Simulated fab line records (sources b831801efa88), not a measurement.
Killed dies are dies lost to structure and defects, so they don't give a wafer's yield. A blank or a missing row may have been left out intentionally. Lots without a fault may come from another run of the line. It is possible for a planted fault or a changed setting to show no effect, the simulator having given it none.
Which tool did it? + flow sky130 + 12 lots with 36 wafers sampled at 6 steps, on a route of 708 steps

== WHAT THE GAUGES READ, wafer by wafer ==
SKY_LDD_LDN_TW_MEAS_13. Usual: LDD_LDN_TW gives 1484 (standard deviation 10).
| lot  | measured     | on            | LDD_LDN_TW     | flag |
|------|--------------|---------------|----------------|------|
| L804 | day 23 19:29 | film-metro-02 | 1486 1490 1496 |      |
| L805 | day 24 09:40 | film-metro-02 | 1485 1491 1499 |      |
| L806 | day 25 05:28 | film-metro-01 | 1481 1491 1490 |      |
| L807 | day 25 15:19 | film-metro-02 | 1485 1485 1478 |      |
| L809 | day 26 05:35 | film-metro-01 | 1481 1479 1476 |      |
| L811 | day 26 19:53 | film-metro-01 | 1475 1475 1472 |      |
| L817 | day 28 22:35 | film-metro-02 | 1501 1496 1498 |      |
| L819 | day 29 17:26 | film-metro-02 | 1494 1485 1491 |      |
| L820 | day 30 07:53 | film-metro-01 | 1490 1485 1477 |      |
| L821 | day 30 17:29 | film-metro-03 | 1464 1457 1469 |      |
| L824 | day 31 09:41 | film-metro-02 | 1493 1489 1494 |      |
| L826 | day 31 22:11 | film-metro-01 | 1490 1486 1484 |      |

SKY_SPACER_THK_MEAS_01. Usual: SPACER_CVD_00_THK gives 43.4 nm (standard deviation 0.44).
| lot  | measured     | on            | SPACER_CVD_00_THK (nm) | flag |
|------|--------------|---------------|------------------------|------|
| L804 | day 23 21:52 | film-metro-03 | 42.7 42.8 42.7         |      |
| L805 | day 24 13:45 | film-metro-03 | 43.3 43.4 43.5         |      |
| L806 | day 25 07:26 | film-metro-01 | 43.9 44.2 44.2         |      |
| L807 | day 25 17:16 | film-metro-01 | 43.9 43.7 44.1         |      |
| L809 | day 26 06:54 | film-metro-01 | 43.3 43.1 43.0         |      |
| L811 | day 26 21:44 | film-metro-03 | 43.4 43.6 43.5         |      |
| L817 | day 28 23:53 | film-metro-01 | 43.8 43.4 43.1         |      |
| L819 | day 29 18:44 | film-metro-04 | 43.5 44.0 43.8         |      |
| L820 | day 30 09:11 | film-metro-01 | 43.4 43.3 43.3         |      |
| L821 | day 30 20:16 | film-metro-03 | 43.7 43.2 43.5         |      |
| L824 | day 31 11:00 | film-metro-01 | 43.2 43.4 43.2         |      |
| L826 | day 31 23:31 | film-metro-01 | 44.3 44.2 43.7         |      |

SKY_SD_N_CD_MEAS_07: the cd target is 380 nm. Usual: cd-nm at 380.7 nm, with a standard deviation of 2.5.
| lot  | measured     | on        | cd-nm (nm)        | flag |
|------|--------------|-----------|-------------------|------|
| L804 | day 28 23:25 | cd-sem-02 | 376.7 378.4 379.6 |      |
| L805 | day 29 14:04 | cd-sem-01 | 381.4 381.6 382.6 |      |
| L806 | day 30 06:17 | cd-sem-01 | 380.1 382.5 380.5 |      |
| L807 | day 30 14:49 | cd-sem-01 | 379.2 382.0 379.8 |      |
| L809 | day 31 02:14 | cd-sem-02 | 383.6 383.6 380.8 |      |
| L811 | day 31 16:32 | cd-sem-02 | 380.4 379.8 377.7 |      |
| L817 | day 33 18:47 | cd-sem-02 | 379.0 378.1 377.6 |      |
| L819 | day 34 11:49 | cd-sem-02 | 379.1 381.2 383.1 |      |
| L820 | day 35 02:53 | cd-sem-02 | 378.8 377.9 376.8 |      |
| L821 | day 35 13:40 | cd-sem-02 | 389.6 385.0 385.1 |      |
| L824 | day 36 06:13 | cd-sem-01 | 384.1 385.3 382.8 |      |
| L826 | day 36 18:15 | cd-sem-01 | 379.6 379.4 378.6 |      |

SKY_SD_N_RS_MEAS_16: the measuring method here is four-point-probe. Usual: SD_N_RS gives 68.55 ohm/sq (standard deviation 0.13).
| lot  | measured     | on            | SD_N_RS (ohm/sq)  | flag |
|------|--------------|---------------|-------------------|------|
| L804 | day 29 00:15 | film-metro-02 | 68.45 68.40 68.47 |      |
| L805 | day 29 14:54 | film-metro-04 | 68.29 68.38 68.52 |      |
| L806 | day 30 07:07 | film-metro-01 | 68.39 68.55 68.65 |      |
| L807 | day 30 15:40 | film-metro-02 | 68.81 68.96 68.85 |      |
| L809 | day 31 03:05 | film-metro-04 | 68.67 68.46 68.61 |      |
| L811 | day 31 17:23 | film-metro-04 | 68.46 68.55 68.54 |      |
| L817 | day 33 19:38 | film-metro-04 | 66.48 66.37 66.39 | OFF  |
| L819 | day 34 12:39 | film-metro-04 | 66.56 66.43 66.57 | OFF  |
| L820 | day 35 03:44 | film-metro-01 | 68.43 68.60 68.67 |      |
| L821 | day 35 14:31 | film-metro-02 | 68.59 68.61 68.58 |      |
| L824 | day 36 07:04 | film-metro-02 | 68.65 68.78 68.64 |      |
| L826 | day 36 19:05 | film-metro-01 | 68.58 68.45 68.50 |      |

SKY_SD_N_RS_MEAS_17: the measuring method here is four-point-probe. Usual: SD_P_RS gives 147.0 ohm/sq (standard deviation 0.37).
| lot  | measured     | on            | SD_P_RS (ohm/sq)  | flag |
|------|--------------|---------------|-------------------|------|
| L804 | day 29 00:22 | film-metro-02 | 146.8 146.9 146.9 |      |
| L805 | day 29 15:01 | film-metro-04 | 146.5 146.8 147.1 |      |
| L806 | day 30 07:14 | film-metro-01 | 146.9 146.8 147.0 |      |
| L807 | day 30 15:47 | film-metro-02 | 147.1 147.5 147.4 |      |
| L809 | day 31 03:12 | film-metro-04 | 147.7 147.4 147.2 |      |
| L811 | day 31 17:30 | film-metro-04 | 146.4 147.2 147.0 |      |
| L817 | day 33 19:45 | film-metro-04 | 137.4 136.8 136.9 | OFF  |
| L819 | day 34 12:46 | film-metro-04 | 136.7 136.3 136.9 | OFF  |
| L820 | day 35 03:51 | film-metro-01 | 146.8 147.2 147.3 |      |
| L821 | day 35 14:38 | film-metro-02 | 147.2 146.9 147.7 |      |
| L824 | day 36 07:11 | film-metro-02 | 147.5 147.1 147.4 |      |
| L826 | day 36 19:13 | film-metro-01 | 146.8 146.7 146.8 |      |

== EACH LOT AND THE TOOL THAT RAN IT (in order: tool; ch and the chambers of the sampled wafers; start) ==
| lot  | SKY_SD_N_RTA_14                  |
|------|----------------------------------|
| L804 | rtp-anneal-01 ch 0, day 29 00:04 |
| L805 | rtp-anneal-02 ch 0, day 29 14:41 |
| L806 | rtp-anneal-01 ch 0, day 30 06:56 |
| L807 | rtp-anneal-02 ch 0, day 30 15:28 |
| L809 | rtp-anneal-02 ch 0, day 31 02:55 |
| L811 | rtp-anneal-02 ch 0, day 31 17:13 |
| L817 | rtp-anneal-02 ch 0, day 33 19:28 |
| L819 | rtp-anneal-02 ch 0, day 34 12:29 |
| L820 | rtp-anneal-01 ch 0, day 35 03:34 |
| L821 | rtp-anneal-01 ch 0, day 35 14:19 |
| L824 | rtp-anneal-01 ch 0, day 36 06:53 |
| L826 | rtp-anneal-01 ch 0, day 36 18:55 |
- SKY_SD_N_RTA_14: time 2 s.

== WHAT THE TOOLS THEMSELVES READ (means of the sampled wafers that have a number; where no wafer has one, the mark that the record gives instead) ==
SKY_SD_N_RTA_14. Usual: lamp-power-pct 15.74 %, standard deviation 0.052; ramp-down-c-per-s 90.000, standard deviation 0.016; wafer_temp_C_max 1078.2, standard deviation 1.4.
| lot  | tool          | lamp-power-pct (%) | ramp-down-c-per-s | wafer_temp_C_max | flag |
|------|---------------|--------------------|-------------------|------------------|------|
| L804 | rtp-anneal-01 | 15.72              | 89.997            | 1078.2           |      |
| L805 | rtp-anneal-02 | 15.77              | 89.992            | 1077.8           |      |
| L806 | rtp-anneal-01 | 15.75              | 89.993            | 1079.0           |      |
| L807 | rtp-anneal-02 | 15.80              | 89.992            | 1077.5           |      |
| L809 | rtp-anneal-02 | 15.81              | 89.988            | 1078.4           |      |
| L811 | rtp-anneal-02 | 15.80              | 90.004            | 1077.1           |      |
| L817 | rtp-anneal-02 | 15.88              | 89.995            | 1088.5           | OFF  |
| L819 | rtp-anneal-02 | 15.90              | 89.993            | 1088.8           | OFF  |
| L820 | rtp-anneal-01 | 15.74              | 89.995            | 1077.9           |      |
| L821 | rtp-anneal-01 | 15.70              | 89.994            | 1077.8           |      |
| L824 | rtp-anneal-01 | 15.73              | 90.010            | 1078.8           |      |
| L826 | rtp-anneal-01 | 15.73              | 90.018            | 1078.4           |      |

== THE ANSWER, worked out from the rows above alone ==
Rule: take the mean of a lot's wafers that have a number; if it is more than 3 standard deviations from the usual mean, the lot is off. Also off: a lot with no number at a reading for which 4 or more lots have one. The other lots that the step has rows for count as sound. First the gauges in route order, then the tools' own readings, where a lot's mean is used as printed above. At the first step where some lot is off, the reading lying furthest off is the one used; lots without a number count as furthest.
Off: at SKY_SD_N_RS_MEAS_16 (SD_N_RS), L817, L819.
If a tool, at a process step before that reading, ran all the lots that are off and no sound lot after the first of them, it fits. Not tried: the gauges at SKY_SD_N_RS_MEAS_16; whatever is off there is also off at SKY_SD_N_RTA_14, on other tools, and gauge error can't account for it. One candidate fits, namely rtp-anneal-02 at SKY_SD_N_RTA_14. A fault onset in the window from L811 (day 31 17:13, its last sound lot) to L817 (day 33 19:28, its first lot off) fits.
The tool's own readings at SKY_SD_N_RTA_14 bear it out: on the lots that are off they differ by more than 5 times the standard deviation of the sound lots' means. wafer_temp_C_max reads 1088.7 there against 1078.1 on the sound lots.

== WHAT THE SIMULATOR PUT IN ==
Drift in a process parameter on rtp-anneal-02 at SKY_SD_N_RTA_14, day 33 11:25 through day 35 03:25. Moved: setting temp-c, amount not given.
Shown lots that were struck: L817, L819. This agrees with what the rule above found.
